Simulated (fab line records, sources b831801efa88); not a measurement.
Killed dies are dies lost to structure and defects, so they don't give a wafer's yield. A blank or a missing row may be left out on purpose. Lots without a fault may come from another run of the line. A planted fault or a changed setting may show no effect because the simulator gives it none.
Which tool did it? | flow sky130 | 13 lots, 39 wafers sampled, at 2 steps of a route of 708

WHAT THE GAUGES READ, wafer by wafer
The record holds no reading of a measuring or inspecting step that can be judged against a usual standard deviation.

WHICH TOOL RAN EACH LOT (tool, then ch and the chambers of the sampled wafers, then the start)
lot  | SKY_VIA1_ETCH_14                   | SKY_VIA1_STRIP_16
L680 | rie_diel-02 ch 0,2,3, day 35 14:13 | plasma_asher-03 ch 0,1, day 35 14:18
L682 | rie_diel-01 ch 1,2,3, day 35 14:55 | plasma_asher-03 ch 0,1, day 35 15:00
L681 | rie_diel-02 ch 0,3, day 35 17:19   | plasma_asher-04 ch 0,1, day 35 17:24
L684 | rie_diel-03 ch 0,1,2, day 36 01:58 | plasma_asher-02 ch 0,1, day 36 02:03
L683 | rie_diel-01 ch 1,2,3, day 36 08:25 | plasma_asher-02 ch 0,1, day 36 08:30
L687 | rie_diel-02 ch 0,2,3, day 37 02:56 | plasma_asher-02 ch 0,1, day 37 03:01
L688 | rie_diel-02 ch 1,2,3, day 37 14:00 | plasma_asher-02 ch 0,1, day 37 14:05
L689 | rie_diel-01 ch 0,2, day 37 14:35   | plasma_asher-04 ch 0,1, day 37 14:41
L690 | rie_diel-03 ch 0,1,3, day 37 16:41 | plasma_asher-04 ch 0,1, day 37 16:48
L691 | rie_diel-01 ch 0,2, day 37 23:51   | plasma_asher-03 ch 0,1, day 37 23:58
L701 | rie_diel-03 ch 0,1,3, day 40 11:40 | plasma_asher-03 ch 0,1, day 40 11:46
L700 | rie_diel-01 ch 0,1, day 40 17:34   | plasma_asher-04 ch 0,1, day 40 17:39
L702 | rie_diel-02 ch 0,1, day 40 17:55   | plasma_asher-03 ch 1, day 40 18:00
- SKY_VIA1_ETCH_14: etches BARC in N2/H2, stops on SiO2, time 45.9 s, target depth 60 nm.
- SKY_VIA1_STRIP_16: strips in O2/N2.

WHAT THE TOOLS THEMSELVES READ (means of the sampled wafers that have a number; where no wafer has one, the mark that the record gives instead)
SKY_VIA1_ETCH_14. Usual: drypump_motor_current_A 5.7 A, standard deviation 0.37; oes_product_au 0.855 a.u., standard deviation 0.005; run_length_s 74.2 s, standard deviation 0.39; throttle_valve_pct 13.225 %, standard deviation 0.0082.
lot  | tool        | drypump_motor_current_A (A) | oes_product_au (a.u.) | run_length_s (s) | throttle_valve_pct (%) | flag
L680 | rie_diel-02 | 5.3                         | 0.852                 | 74.2             | 13.225                 |
L682 | rie_diel-01 | 6.0                         | 0.852                 | 74.2             | 13.221                 |
L681 | rie_diel-02 | 5.3                         | 0.857                 | 74.6             | 13.222                 |
L684 | rie_diel-03 | 5.7                         | 0.849                 | 74.4             | 13.234                 |
L683 | rie_diel-01 | 6.0                         | 0.858                 | 74.3             | 13.222                 |
L687 | rie_diel-02 | 5.3                         | 0.855                 | 74.2             | 13.225                 |
L688 | rie_diel-02 | 5.6                         | 0.856                 | 74.2             | 13.224                 |
L689 | rie_diel-01 | 5.8                         | 0.857                 | 74.0             | 13.225                 |
L690 | rie_diel-03 | 5.8                         | 0.854                 | 74.1             | 13.229                 |
L691 | rie_diel-01 | 5.6                         | 0.855                 | 74.1             | 13.233                 |
L701 | rie_diel-03 | 5.8                         | 0.905                 | 70.0             | 13.226                 | OFF
L700 | rie_diel-01 | 5.9                         | 0.857                 | 73.8             | 13.229                 |
L702 | rie_diel-02 | 5.8                         | 0.852                 | 74.4             | 13.220                 |

SKY_VIA1_STRIP_16. Usual: drypump_motor_current_A 5.9 A, standard deviation 0.51; oes_product_au 0.416 a.u., standard deviation 0.0045; strip_time_to_endpoint_s 4.461 s, standard deviation 0.023.
lot  | tool            | drypump_motor_current_A (A) | oes_product_au (a.u.) | strip_time_to_endpoint_s (s) | flag
L680 | plasma_asher-03 | 5.8                         | 0.411                 | 4.476                        |
L682 | plasma_asher-03 | 5.8                         | 0.417                 | 4.467                        |
L681 | plasma_asher-04 | 5.6                         | 0.415                 | 4.444                        |
L684 | plasma_asher-02 | 6.0                         | 0.415                 | 4.443                        |
L683 | plasma_asher-02 | 6.0                         | 0.413                 | 4.457                        |
L687 | plasma_asher-02 | 6.0                         | 0.415                 | 4.469                        |
L688 | plasma_asher-02 | 6.0                         | 0.413                 | 4.458                        |
L689 | plasma_asher-04 | 5.3                         | 0.418                 | 4.439                        |
L690 | plasma_asher-04 | 5.6                         | 0.414                 | 4.467                        |
L691 | plasma_asher-03 | 5.8                         | 0.415                 | 4.455                        |
L701 | plasma_asher-03 | 6.0                         | 0.421                 | 4.500                        |
L700 | plasma_asher-04 | 5.3                         | 0.413                 | 4.445                        |
L702 | plasma_asher-03 | 5.6                         | 0.415                 | 4.463                        |

THE ANSWER, worked out from the rows above alone
Rule: a lot is off if the mean of its wafers that have a number lies more than 3 standard deviations from the usual mean. A lot without any number at a reading at which 4 lots or more have one is off too. The other lots that the step has rows for count as sound. The gauges are gone through in route order, then the tools' own readings, and for those a lot's mean is taken as printed above. The first step at which some lot is off is used, and at that step the reading that is off furthest; a lot without a number counts as furthest.
Off: L701, at SKY_VIA1_ETCH_14 (run_length_s).
A tool fits if, at that step or a process step before it, it ran every lot that is off, and no sound lot after the first of them. One fits: rie_diel-03 at SKY_VIA1_ETCH_14. Its last sound lot is L690 (day 37 16:41), its first lot that is off L701 (day 40 11:40): a fault that began between those two fits.
The tool's own readings at SKY_VIA1_ETCH_14 bear it out: on the lots that are off they differ by more than 5 times the standard deviation of the sound lots' means. oes_product_au reads 0.905 a.u. there against 0.855 a.u. on the sound lots; run_length_s reads 70.0 s there against 74.2 s on the sound lots.

WHAT THE SIMULATOR HAD PUT IN
Process parameter drift: rie_diel-03, from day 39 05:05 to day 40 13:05, at SKY_VIA1_ETCH_14. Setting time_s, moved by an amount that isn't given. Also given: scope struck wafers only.
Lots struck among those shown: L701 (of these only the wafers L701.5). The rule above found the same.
